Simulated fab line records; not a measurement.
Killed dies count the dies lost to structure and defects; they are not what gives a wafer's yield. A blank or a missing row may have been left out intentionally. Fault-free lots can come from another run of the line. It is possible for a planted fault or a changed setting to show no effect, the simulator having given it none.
Struck lot and sound lot, side by side -- flow sky130 -- 15 out of 708 route steps
Sound: the wafers L571.1, L571.2, L571.4. The struck wafers were L580.1, L580.3, L580.4. The cause is given at the end.
At each step with rows: each side's tool, then ch and its chambers, then its first start. Under that, the readings that differ: sound wafers -- struck wafers -- difference of the means -- sigmas: that difference in standard deviations of wafers without a fault.
alike: words and numbers the same on both sides, and readings whose means are apart by under 2 such deviations; not compared: readings that were withheld, readings missing a value for some wafer, numbers with overlapping values and no deviation given by the record, and bounds like >300 which may hide the same value.
The two part at a step that has a row with sigmas, a row that says differs or no value, or rows on one side only. When numbers do not overlap yet have no deviation, they are printed without sigmas and do not part them. Lack of a reading on every wafer of one side parts them only where that side has two or more wafers.

first, 2 steps without rows for these wafers: SKY_VT_ADJUST_PCH_PEB_05; SKY_VT_ADJUST_PCH_DEVELOP_06 (develop time 60 s).
SKY_VT_ADJUST_PCH_OVL_MEAS_07:
  sound on overlay-01 at day 10 18:52; struck on overlay-02 at day 13 12:10
reading,sound,struck,difference,sigmas
VT_ADJUST_PCH_OVL (nm),2.4 2.8 3.3,0.4 -0.8 -1.2,-3.4,-2
following that, these wafers have no rows for 1 step: SKY_VT_ADJUST_PCH_IMPLANT_08.
SKY_VT_ADJUST_PCH_STRIP_09: strips in O2/N2.
  sound on plasma-asher-02 ch 0,1, day 10 19:04; struck on plasma-asher-01 ch 0,1, day 13 12:21
  alike: drypump-motor-current-A, n2-flow-sccm, oes-product-au, strip-time-to-endpoint-s
  not compared: rf-hours-counter-h
SKY_VT_ADJUST_PCH_TW_MEAS_10:
  sound on film-metro-01 at day 10 19:10; struck on film-metro-04 at day 13 12:27
  alike: VT_ADJUST_PCH_TW
then, 6 steps without rows for these wafers: SKY_SONOS_TUNNEL_DEHYDRATE_00 (time 60 s); SKY_SONOS_TUNNEL_HMDS_01 (prime time 60 s); SKY_SONOS_TUNNEL_COAT_02 (resist thk 1140 nm); SKY_SONOS_TUNNEL_SOFTBAKE_03 (time 60 s); SKY_SONOS_TUNNEL_EXPOSE_04 (exposes mask TUNM, target cd 410 nm); SKY_SONOS_TUNNEL_PEB_05.
SKY_SONOS_TUNNEL_DEVELOP_06: develop time 58.11 s.
  sound on litho-track-02 ch 0, day 11 18:44; struck on litho-track-03 ch 0, day 14 13:58
reading,sound,struck,difference,sigmas
developer-temp-C (C),23.03 23.00 23.12,20.60 20.61 20.59,-2.45,-24
  alike: resist-line-temp-C
  not compared: model.SONOS_TUNNEL.cd-nm
SKY_SONOS_TUNNEL_CD_MEAS_07: the cd target is 410 nm.
  sound on cd-sem-02 at day 11 18:53; struck on cd-sem-01 at day 14 14:07
  alike: cd-nm
-- a jump in the record: the struck wafers' starts before and after are 34 days apart (it breaks off in module SONOS_TUNNEL and resumes in module PAD_OPEN, where the first step shown is number 708 of the route) --
SKY_PAD_OPEN_PROBE_99:
  sound on prober-01 at day 46 01:20; struck on prober-02 at day 48 08:14
  alike: killed_at_M0_to_M3, killed_at_M4_up, killed-at-contacts, killed-at-front-end, killed-at-other, killed-dies, killed-on-rim, killed-open, killed-short

## WHERE THEY PART
Earliest at SKY_VT_ADJUST_PCH_OVL_MEAS_07; latest, in this record, at SKY_SONOS_TUNNEL_DEVELOP_06. Later steps at which nothing parts them and some readings are alike: SKY_SONOS_TUNNEL_CD_MEAS_07, SKY_PAD_OPEN_PROBE_99.

WHY: what the simulator had put in
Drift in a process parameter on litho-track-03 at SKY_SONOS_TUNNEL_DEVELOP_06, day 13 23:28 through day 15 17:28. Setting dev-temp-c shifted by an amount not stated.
